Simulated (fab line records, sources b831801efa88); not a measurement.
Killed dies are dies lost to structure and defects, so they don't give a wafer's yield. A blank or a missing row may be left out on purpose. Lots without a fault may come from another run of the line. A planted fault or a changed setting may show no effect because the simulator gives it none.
fab line records | flow gf180mcu | part 1 of 2: steps 1 to 29 of 39
record lots=5 wafers=15 last_day=34
route steps=602 shown V3@439 M4@456 V4@476
lots that met no fault: from a run of the same line without faults
start_h: hours from the record's first day to the start of the lot's first wafer shown | wait_h: hours since the lot's step before | " the same as in the row above | L1.1+2: a row that stands for several wafers | - no value, or no start given | * or withheld: withheld | < > ~ a bound
route shown NAME@n: a module of which the file shows steps, and the number in the route of the first | usual: mean/standard deviation of fault-free wafers | same: alike in all rows | chamber/n: place in a boat | sites: the reading at each site | _std_site: their standard deviation | _edge_site: outer sites' mean less inner sites' | radius_mm: how far each site lies from the wafer's centre | mask NAME#n: copy n | behind: the tool/chamber that last shaped the wafer | hold: why the lot was held/for how many hours/how that ended | device: the transistor (n, p or np) that didn't switch | end of line: the same wafers' tests at the end of the route | a step without rows: its recipe alone | killed: dies lost to structure and defects at the first sort, not the wafer's yield | map: a wafer's dies, x killed, . not, _ none there
set.NAME: the setting as run; set.NAME@STEP: as run at that earlier step | model.NAME: the simulator's own value behind a step, which no gauge read
lots at some steps of the route; a table a step, a row a wafer
services: from which hour (start_h, from the record's first day; less than 0 if before it) a tool's chamber was out of use, for how many hours, and why
## steps
# step GF_V3_SOFTBAKE_10
# recipe temp_c=130 time_s=60 resist=KrF
# columns lot.wafer tool chamber start_h wait_h
L080.2+3+4 litho_track-02 0 - -
L083.1+4+5 litho_track-04 0 - -
L089.2+3+5 litho_track-02 0 - -
L091.2+4+6 litho_track-01 0 - -
L096.1+5+6 litho_track-02 0 - -
# step GF_V3_EXPOSE_11
# recipe mask_id=Via3 target_cd_nm=260 na=0.68 source_shape=conventional sigma_outer=0.6 dose_mj=38
# columns lot.wafer tool chamber start_h wait_h mask
L080.2+3+4 krf_scanner-01 0 - - Via3#0
L083.1+4+5 krf_scanner-02 0 - - Via3#0
L089.2+3+5 krf_scanner-02 0 - - Via3#0
L091.2+4+6 krf_scanner-02 0 - - Via3#0
L096.1+5+6 krf_scanner-02 0 - - Via3#0
# step GF_V3_PEB_12
# recipe peb_temp_c=135 peb_time_s=90 resist=KrF
# columns lot.wafer tool chamber start_h wait_h
L080.2+3+4 litho_track-01 0 - -
L083.1+4+5 litho_track-04 0 - -
L089.2+3+5 litho_track-04 0 - -
L091.2+4+6 litho_track-04 0 - -
L096.1+5+6 litho_track-02 0 - -
# step GF_V3_DEVELOP_13
# recipe develop_time_s=60 resist=KrF dev_temp_c=21
# columns lot.wafer tool chamber start_h wait_h
L080.2+3+4 litho_track-01 0 563.54 0.2
L083.1+4+5 litho_track-04 0 591.79 0.2
L089.2+3+5 litho_track-04 0 637.76 0.2
L091.2+4+6 litho_track-04 0 651.41 0.2
L096.1+5+6 litho_track-02 0 685.02 0.2
# step GF_V3_CD_MEAS_14
# recipe target_cd_nm=260
# usual cd_nm=259.7/1.4
# columns lot.wafer tool chamber start_h wait_h cd_nm
L080.2 cd_sem-02 - 563.69 0.1 260.6
L080.3 " - " " 260.3
L080.4 " - " " 260.7
L083.1 cd_sem-02 - 591.94 0.1 259.1
L083.4 " - " " 260.3
L083.5 " - " " 259.5
L089.2 cd_sem-02 - 637.90 0.1 258.4
L089.3 " - " " 258.5
L089.5 " - " " 259.2
L091.2 cd_sem-01 - 651.55 0.1 261.1
L091.4 " - " " 262.0
L091.6 " - " " 262.0
L096.1 cd_sem-01 - 685.25 0.2 260.2
L096.5 " - " " 259.4
L096.6 " - " " 259.1
# step GF_V3_OVL_MEAS_15
# usual V3_OVL=0/5.9
# columns lot.wafer tool chamber start_h wait_h V3_OVL[nm]
L080.2 overlay-01 - 563.79 0.1 2
L080.3 " - " " 2
L080.4 " - " " -2
L083.1 overlay-02 - 592.06 0.1 -10
L083.4 " - " " -6
L083.5 " - " " -1
L089.2 overlay-01 - 638.01 0.1 1
L089.3 " - " " -2
L089.5 " - " " 6
L091.2 overlay-01 - 651.66 0.1 -4
L091.4 " - " " -7
L091.6 " - " " -8
L096.1 overlay-01 - 685.37 0.1 -9
L096.5 " - " " -7
L096.6 " - " " 2
# step GF_V3_ETCH_16
# recipe chemistry=N2/H2 target_depth_a=withheld overetch_a=withheld time_s=withheld target=BARC ion_energy_ev=200 source_w=500 bias_w=100 pressure_mtorr=30 n2_flow_sccm=100 h2_flow_sccm=200
# usual chamber_pressure_mTorr=30.000/0.026 drypump_motor_current_A=5.6/0.32 oes_product_au=0.855/0.0048 throttle_valve_pct=13.224/0.0093
# columns lot.wafer tool chamber start_h wait_h chamber_pressure_mTorr drypump_motor_current_A oes_product_au throttle_valve_pct
L080.2 rie_diel-01 1 563.82 0.0 29.937 5.9 0.852 13.222
L080.3 " 3 " " 29.940 5.9 0.851 13.219
L080.4 " 2 " " 30.026 6.5 0.855 13.221
L083.1 rie_diel-01 1 592.09 0.0 30.002 5.9 0.856 13.208
L083.4 " 1 " " 30.055 5.9 0.856 13.219
L083.5 " 0 " " 30.052 5.1 0.858 13.213
L089.2 rie_diel-02 2 638.04 0.0 29.967 5.6 0.856 13.223
L089.3 " 3 " " 30.010 5.7 0.850 13.226
L089.5 " 0 " " 30.032 5.4 0.852 13.227
L091.2 rie_diel-01 0 651.69 0.0 29.983 5.0 0.862 13.221
L091.4 " 1 " " 30.042 5.9 0.850 13.223
L091.6 " 1 " " 30.027 5.9 0.862 13.231
L096.1 rie_diel-03 1 685.41 0.0 30.021 5.5 0.859 13.215
L096.5 " 0 " " 30.019 5.2 0.859 13.234
L096.6 " 1 " " 30.043 5.5 0.862 13.228
# step GF_V3_ETCH_17
# recipe chemistry=C4F8/O2/Ar mask_material=KrF target=SiO2 stop_on=TiN source_w=1500 bias_w=1200 pressure_mtorr=40 c4f8_flow_sccm=withheld O2_flow_sccm=6 Ar_flow_sccm=300 time_s=withheld target_depth_a=6350
# usual chamber_pressure_mTorr=40.00/0.038 oes_product_au=0.856/0.0045
# columns lot.wafer tool chamber start_h wait_h chamber_pressure_mTorr oes_product_au
L080.2 rie_diel-01 1 - - 40.02 0.849
L080.3 " 3 " " 39.99 0.852
L080.4 " 2 " " 40.00 0.852
L083.1 rie_diel-01 1 - - 39.93 0.859
L083.4 " 1 " " 40.02 0.859
L083.5 " 0 " " 39.96 0.847
L089.2 rie_diel-02 2 - - 40.02 0.861
L089.3 " 3 " " 39.93 0.856
L089.5 " 0 " " 40.04 0.857
L091.2 rie_diel-01 0 - - 40.05 0.860
L091.4 " 1 " " 40.01 0.852
L091.6 " 1 " " 39.93 0.853
L096.1 rie_diel-03 1 - - 40.07 0.855
L096.5 " 0 " " 40.03 0.852
L096.6 " 1 " " 39.99 0.851
# step GF_V3_STRIP_18
# recipe chemistry=O2/N2 power_w=1400 pressure_mtorr=1500 platen_temp_c=250 o2_flow_sccm=3000 n2_flow_sccm=300 overash_fraction=0.5
# usual chamber_pressure_mTorr=1499.9/1.4 drypump_motor_current_A=5.8/0.5 heater_power_w=308/42 o2_flow_sccm=2999/11 oes_product_au=0.592/0.0049
# columns lot.wafer tool chamber start_h wait_h chamber_pressure_mTorr drypump_motor_current_A heater_power_w o2_flow_sccm oes_product_au rf_hours_counter_h
L080.2 plasma_asher-03 1 563.95 - 1500.2 4.8 326 2989 0.603 43
L080.3 " 1 " " 1499.7 4.9 330 2993 0.586 -
L080.4 " 0 " " 1500.9 5.7 312 3023 0.595 -
L083.1 plasma_asher-03 1 592.22 - 1498.8 4.8 334 3001 0.598 46
L083.4 " 0 " " 1502.1 5.7 305 3005 0.601 -
L083.5 " 1 " " 1499.0 4.9 319 2995 0.594 -
L089.2 plasma_asher-03 1 638.17 - 1500.7 4.9 328 3005 0.580 51
L089.3 " 1 " " 1501.6 4.9 329 3001 0.591 -
L089.5 " 1 " " 1500.0 4.9 327 2996 0.597 -
L091.2 plasma_asher-04 0 651.82 - 1502.2 6.0 278 3001 0.590 88
L091.4 " 0 " " 1498.8 6.0 271 3015 0.590 -
L091.6 " 1 " " 1498.2 6.1 383 2996 0.596 -
L096.1 plasma_asher-04 0 685.54 - 1501.2 6.0 279 2996 0.593 92
L096.5 " 0 " " 1501.7 6.0 277 3021 0.598 -
L096.6 " 1 " " 1499.8 6.0 389 2993 0.588 -
# step GF_V3_STRIP_19
# recipe chemistry=post_etch_residue_remover time_s=1200 temp_c=72.5
# columns lot.wafer tool chamber start_h wait_h
L080.2+3+4 wet_bench-02 0 564.05 0.1
L083.1+4+5 wet_bench-03 3 592.32 0.1
L089.2+3+5 wet_bench-03 1 638.32 0.1
L091.2+4+6 wet_bench-02 0 651.92 0.1
L096.1+5+6 wet_bench-04 0 685.64 0.1
# step GF_V3_CLEAN_20
# recipe chemistry=DIW dry=n2_spin
# columns lot.wafer tool chamber start_h wait_h
L080.2+3+4 wet_bench-04 1 564.40 0.0
L083.1+4+5 wet_bench-04 1 592.73 0.0
L089.2+3+5 wet_bench-04 2 638.66 0.0
L091.2+4+6 wet_bench-04 2 652.26 0.0
L096.1+5+6 wet_bench-02 0 685.98 0.0
# step GF_V3_SPUTTER_21
# recipe material=Ti target_thk_nm=15 chamber_pressure_pa=5 power_w=2500 substrate_temp_c=200 time_s=80.02
# usual throttle_valve_pct=30.4/0.75
# columns lot.wafer tool chamber start_h wait_h throttle_valve_pct
L080.2 pvd_sputter-01 - 564.49 0.0 30.8
L080.3 " - " " 30.9
L080.4 " - " " 30.0
L083.1 pvd_sputter-02 - 592.83 0.0 29.4
L083.4 " - " " 31.2
L083.5 " - " " 29.2
L089.2 pvd_sputter-02 - 638.75 0.0 29.5
L089.3 " - " " 30.8
L089.5 " - " " 31.3
L091.2 pvd_sputter-01 - 652.36 0.0 30.9
L091.4 " - " " 30.8
L091.6 " - " " 30.9
L096.1 pvd_sputter-02 - 686.07 0.0 29.5
L096.5 " - " " 30.2
L096.6 " - " " 29.4
# step GF_V3_SPUTTER_22
# recipe material=TiN target_thk_nm=10 chamber_pressure_pa=5 power_w=4000 time_s=40
# usual throttle_valve_pct=30.4/0.75
# columns lot.wafer tool chamber start_h wait_h throttle_valve_pct
L080.2 pvd_sputter-01 - 564.55 0.0 30.8
L080.3 " - " " 30.6
L080.4 " - " " 29.9
L083.1 pvd_sputter-02 - 592.89 0.0 29.4
L083.4 " - " " 31.2
L083.5 " - " " 29.2
L089.2 pvd_sputter-02 - 638.81 0.0 29.6
L089.3 " - " " 30.5
L089.5 " - " " 31.4
L091.2 pvd_sputter-01 - 652.42 0.0 30.8
L091.4 " - " " 31.2
L091.6 " - " " 30.8
L096.1 pvd_sputter-02 - 686.13 0.0 29.4
L096.5 " - " " 30.3
L096.6 " - " " 29.4
# step GF_V3_CVD_23
# recipe material=W target_thk_nm=350 time_s=104.9 temp_c=400 pressure_torr=40
# usual heater_power_w=885/110
# columns lot.wafer tool chamber start_h wait_h heater_power_w
L080.2 cvd_w-01 0 564.62 0.1 735
L080.3 " 0 " " 711
L080.4 " 0 " " 738
L083.1 cvd_w-02 1 592.93 0.0 1064
L083.4 " 1 " " 1052
L083.5 " 0 " " 874
L089.2 cvd_w-02 1 638.85 0.0 1076
L089.3 " 1 " " 1026
L089.5 " 1 " " 1064
L091.2 cvd_w-01 1 652.46 0.0 880
L091.4 " 0 " " 725
L091.6 " 0 " " 735
L096.1 cvd_w-01 0 686.17 0.0 743
L096.5 " 1 " " 867
L096.6 " 0 " " 749
# step GF_V3_RS_MEAS_24
# recipe thk_meas_gauge=four-point-probe reads=W_of_V3_CVD_23+TiN_of_V3_SPUTTER_22+Ti_of_V3_SPUTTER_21
# usual V3_W_RS=0.328/0.0059
# columns lot.wafer tool chamber start_h wait_h V3_W_RS[ohm/sq]
L080.2 film_metro-03 - 564.83 0.2 0.334
L080.3 " - " " 0.333
L080.4 " - " " 0.332
L083.1 film_metro-03 - 593.04 0.1 0.330
L083.4 " - " " 0.327
L083.5 " - " " 0.331
L089.2 film_metro-02 - 638.98 0.1 0.328
L089.3 " - " " 0.328
L089.5 " - " " 0.325
L091.2 film_metro-01 - 652.59 0.1 0.314
L091.4 " - " " 0.331
L091.6 " - " " 0.327
L096.1 film_metro-03 - 686.29 0.1 0.332
L096.5 " - " " 0.325
L096.6 " - " " 0.329
# step GF_V3_THK_MEAS_25
# recipe thk_meas_gauge=xrf reads=W_of_V3_CVD_23
# usual V3_W_THK=347/6.9
# columns lot.wafer tool chamber start_h wait_h V3_W_THK[nm]
L080.2 film_metro-03 - 564.94 0.1 343
L080.3 " - " " 345
L080.4 " - " " 344
L083.1 film_metro-03 - 593.16 0.1 343
L083.4 " - " " 347
L083.5 " - " " 342
L089.2 film_metro-02 - 639.09 0.1 347
L089.3 " - " " 349
L089.5 " - " " 351
L091.2 film_metro-01 - 652.70 0.1 361
L091.4 " - " " 342
L091.6 " - " " 347
L096.1 film_metro-03 - 686.41 0.1 346
L096.5 " - " " 354
L096.6 " - " " 349
# step GF_V3_CMP_26
# recipe stop_on=SiO2 down_force_psi=3.5 platen_rpm=60 t_overpolish_s=15 target_thk_nm=0 pad_velocity_m_s=0.94248
# usual edge_zone_pressure_frac=1.000/0.005 motor_current_A=11.4/1.5 overpolish_run_s=15.001/0.0098 time_to_endpoint_s=84/3.4
# columns lot.wafer tool chamber start_h wait_h edge_zone_pressure_frac motor_current_A overpolish_run_s time_to_endpoint_s
L080.3 cmp-01 1 564.99 0.0 0.999 10.4 14.992 84
L080.2 " 2 " " 0.997 10.6 15.011 84
L080.4 " 3 " " 1.011 14.1 15.000 86
L083.1 cmp-01 0 593.27 0.1 1.009 12.2 15.004 83
L083.4 " 2 " " 1.007 10.9 14.990 80
L083.5 " 0 " " 1.009 12.9 14.997 82
L089.2 cmp-02 0 639.14 0.0 1.005 11.0 14.992 76
L089.3 " 1 " " 1.002 10.5 14.996 79
L089.5 " 1 " " 1.007 10.4 15.011 79
L091.2 cmp-02 2 652.75 0.0 1.001 11.3 14.993 89
L091.4 " 3 " " 1.002 9.8 15.024 83
L091.6 " 2 " " 1.000 11.3 14.975 84
L096.1 cmp-01 1 686.47 0.1 1.001 11.2 14.998 85
L096.5 " 1 " " 1.004 10.0 15.014 87
L096.6 " 2 " " 1.001 10.1 14.983 84
# step GF_M4_SPUTTER_00
# recipe material=Ti target_thk_nm=37.5 arriving_ion_energy_ev=80 substrate_temp_c=200 chamber_pressure_pa=2 power_w=4000 time_s=150
# usual throttle_valve_pct=30.3/1
# columns lot.wafer tool chamber start_h wait_h throttle_valve_pct
L080.2 pvd_sputter-04 - 565.29 0.2 30.9
L080.3 " - " " 31.5
L080.4 " - " " 28.4
L083.1 pvd_sputter-04 - 593.52 0.2 31.4
L083.4 " - " " 30.8
L083.5 " - " " 31.0
L089.2 pvd_sputter-02 - 639.44 0.2 29.3
L089.3 " - " " 30.9
L089.5 " - " " 30.7
L091.2 pvd_sputter-04 - 653.05 0.2 30.9
L091.4 " - " " 31.4
L091.6 " - " " 30.9
L096.1 pvd_sputter-02 - 686.77 0.2 30.7
L096.5 " - " " 30.1
L096.6 " - " " 29.4
# step GF_M4_SPUTTER_01
# recipe material=TiN target_thk_nm=30 power_w=6500 time_s=25 chamber_pressure_pa=0.4
# usual throttle_valve_pct=30.3/1
# columns lot.wafer tool chamber start_h wait_h throttle_valve_pct
L080.2 pvd_sputter-04 - 565.39 0.1 30.7
L080.3 " - " " 31.4
L080.4 " - " " 28.6
L083.1 pvd_sputter-04 - 593.62 0.1 31.1
L083.4 " - " " 30.8
L083.5 " - " " 30.3
L089.2 pvd_sputter-02 - 639.54 0.1 29.1
L089.3 " - " " 30.8
L089.5 " - " " 30.5
L091.2 pvd_sputter-04 - 653.15 0.1 30.9
L091.4 " - " " 31.5
L091.6 " - " " 31.0
L096.1 pvd_sputter-02 - 686.87 0.1 30.8
L096.5 " - " " 30.3
L096.6 " - " " 29.5
# step GF_M4_SPUTTER_02
# recipe material=AlCu target_thk_nm=450 power_w=10600 time_s=23.9 chamber_pressure_pa=0.4
# usual throttle_valve_pct=30.3/1
# columns lot.wafer tool chamber start_h wait_h throttle_valve_pct
L080.2 pvd_sputter-04 - 565.42 0.0 30.6
L080.3 " - " " 31.2
L080.4 " - " " 28.5
L083.1 pvd_sputter-04 - 593.65 0.0 31.2
L083.4 " - " " 30.9
L083.5 " - " " 30.9
L089.2 pvd_sputter-02 - 639.57 0.0 29.4
L089.3 " - " " 30.7
L089.5 " - " " 30.3
L091.2 pvd_sputter-04 - 653.18 0.0 30.7
L091.4 " - " " 31.2
L091.6 " - " " 30.9
L096.1 pvd_sputter-02 - 686.90 0.0 30.6
L096.5 " - " " 30.1
L096.6 " - " " 29.5
# step GF_M4_SPUTTER_03
# recipe material=Ti target_thk_nm=10 substrate_temp_c=300 chamber_pressure_pa=0.3 power_w=3000 time_s=6.7
# usual throttle_valve_pct=30.3/1.1
# columns lot.wafer tool chamber start_h wait_h throttle_valve_pct
L080.2 pvd_sputter-04 - 565.45 0.0 30.8
L080.3 " - " " 31.4
L080.4 " - " " 28.7
L083.1 pvd_sputter-04 - 593.68 0.0 31.4
L083.4 " - " " 30.9
L083.5 " - " " 30.8
L089.2 pvd_sputter-02 - 639.60 0.0 29.2
L089.3 " - " " 30.7
L089.5 " - " " 30.7
L091.2 pvd_sputter-04 - 653.21 0.0 30.6
L091.4 " - " " 31.4
L091.6 " - " " 30.8
L096.1 pvd_sputter-02 - 686.93 0.0 30.6
L096.5 " - " " 30.2
L096.6 " - " " 29.6
# step GF_M4_SPUTTER_04
# recipe material=TiN target_thk_nm=50 power_w=6500 time_s=41.7 chamber_pressure_pa=0.4
# usual throttle_valve_pct=30.3/1
# columns lot.wafer tool chamber start_h wait_h throttle_valve_pct
L080.2 pvd_sputter-04 - 565.47 0.0 30.8
L080.3 " - " " 31.3
L080.4 " - " " 28.5
L083.1 pvd_sputter-04 - 593.70 0.0 31.4
L083.4 " - " " 30.6
L083.5 " - " " 30.7
L089.2 pvd_sputter-02 - 639.62 0.0 29.4
L089.3 " - " " 30.6
L089.5 " - " " 30.8
L091.2 pvd_sputter-04 - 653.23 0.0 30.8
L091.4 " - " " 31.4
L091.6 " - " " 30.8
L096.1 pvd_sputter-02 - 686.95 0.0 30.6
L096.5 " - " " 30.0
L096.6 " - " " 29.3
# step GF_M4_RS_MEAS_05
# recipe thk_meas_gauge=four-point-probe reads=TiN_of_M4_SPUTTER_04+Ti_of_M4_SPUTTER_03+AlCu_of_M4_SPUTTER_02+TiN_of_M4_SPUTTER_01+Ti_of_M4_SPUTTER_00
# usual M4_ALCU_RS=0.0696/0.00076
# columns lot.wafer tool chamber start_h wait_h M4_ALCU_RS[ohm/sq]
L080.2 film_metro-02 - 565.53 0.0 0.0700
L080.3 " - " " 0.0693
L080.4 " - " " 0.0700
L083.1 film_metro-02 - 593.74 0.0 0.0691
L083.4 " - " " 0.0696
L083.5 " - " " 0.0692
L089.2 film_metro-03 - 639.68 0.0 0.0691
L089.3 " - " " 0.0687
L089.5 " - " " 0.0683
L091.2 film_metro-02 - 653.29 0.0 0.0693
L091.4 " - " " 0.0677
L091.6 " - " " 0.0687
L096.1 film_metro-04 - 686.99 0.0 0.0701
L096.5 " - " " 0.0692
L096.6 " - " " 0.0706
# step GF_M4_THK_MEAS_06
# recipe thk_meas_gauge=xrf reads=AlCu_of_M4_SPUTTER_02
# usual M4_ALCU_THK=441/5.1
# columns lot.wafer tool chamber start_h wait_h M4_ALCU_THK[nm]
L080.2 film_metro-02 - 565.64 0.1 438
L080.3 " - " " 443
L080.4 " - " " 439
L083.1 film_metro-02 - 593.86 0.1 442
L083.4 " - " " 439
L083.5 " - " " 442
L089.2 film_metro-03 - 639.79 0.1 448
L089.3 " - " " 450
L089.5 " - " " 453
L091.2 film_metro-02 - 653.40 0.1 439
L091.4 " - " " 450
L091.6 " - " " 445
L096.1 film_metro-04 - 687.11 0.1 440
L096.5 " - " " 445
L096.6 " - " " 434
# step GF_M4_DEHYDRATE_07
# recipe temp_c=200 time_s=60
# columns lot.wafer tool chamber start_h wait_h
L080.2+3+4 litho_track-04 0 576.11 10.5
L083.1+4+5 litho_track-04 0 603.59 9.7
L089.2+3+5 litho_track-01 0 649.24 9.4
L091.2+4+6 litho_track-01 0 662.74 9.3
L096.1+5+6 litho_track-04 0 695.43 8.3
# step GF_M4_HMDS_08
# recipe prime_time_s=60 prime_temp_c=120
# columns lot.wafer tool chamber start_h wait_h
L080.2+3+4 litho_track-04 0 576.26 0.1
L083.1+4+5 litho_track-04 0 603.74 0.1
L089.2+3+5 litho_track-01 0 649.39 0.1
L091.2+4+6 litho_track-01 0 662.89 0.1
L096.1+5+6 litho_track-04 0 695.58 0.1
# step GF_M4_COAT_09
# recipe resist=KrF spin_rpm=withheld resist_thk_nm=1000
# columns lot.wafer tool chamber start_h wait_h
L080.2+3+4 litho_track-04 0 576.41 0.1
L083.1+4+5 litho_track-04 0 603.89 0.1
L089.2+3+5 litho_track-01 0 649.54 0.1
L091.2+4+6 litho_track-01 0 663.04 0.1
L096.1+5+6 litho_track-04 0 695.73 0.1
# step GF_M4_SOFTBAKE_10
# recipe temp_c=130 time_s=60 resist=KrF
# columns lot.wafer tool chamber start_h wait_h
L080.2+3+4 litho_track-04 0 576.56 0.1
L083.1+4+5 litho_track-04 0 604.04 0.1
L089.2+3+5 litho_track-01 0 649.69 0.1
L091.2+4+6 litho_track-01 0 663.19 0.1
L096.1+5+6 litho_track-04 0 695.88 0.1
# step GF_M4_EXPOSE_11
# recipe mask_id=Metal4 target_cd_nm=280 na=0.68 source_shape=conventional sigma_outer=0.6 dose_mj=28
# columns lot.wafer tool chamber start_h wait_h mask
L080.2+3+4 krf_scanner-01 0 - - Metal4#0
L083.1+4+5 krf_scanner-01 0 - - Metal4#0
L089.2+3+5 krf_scanner-01 0 - - Metal4#0
L091.2+4+6 krf_scanner-02 0 - - Metal4#0
L096.1+5+6 krf_scanner-02 0 - - Metal4#0
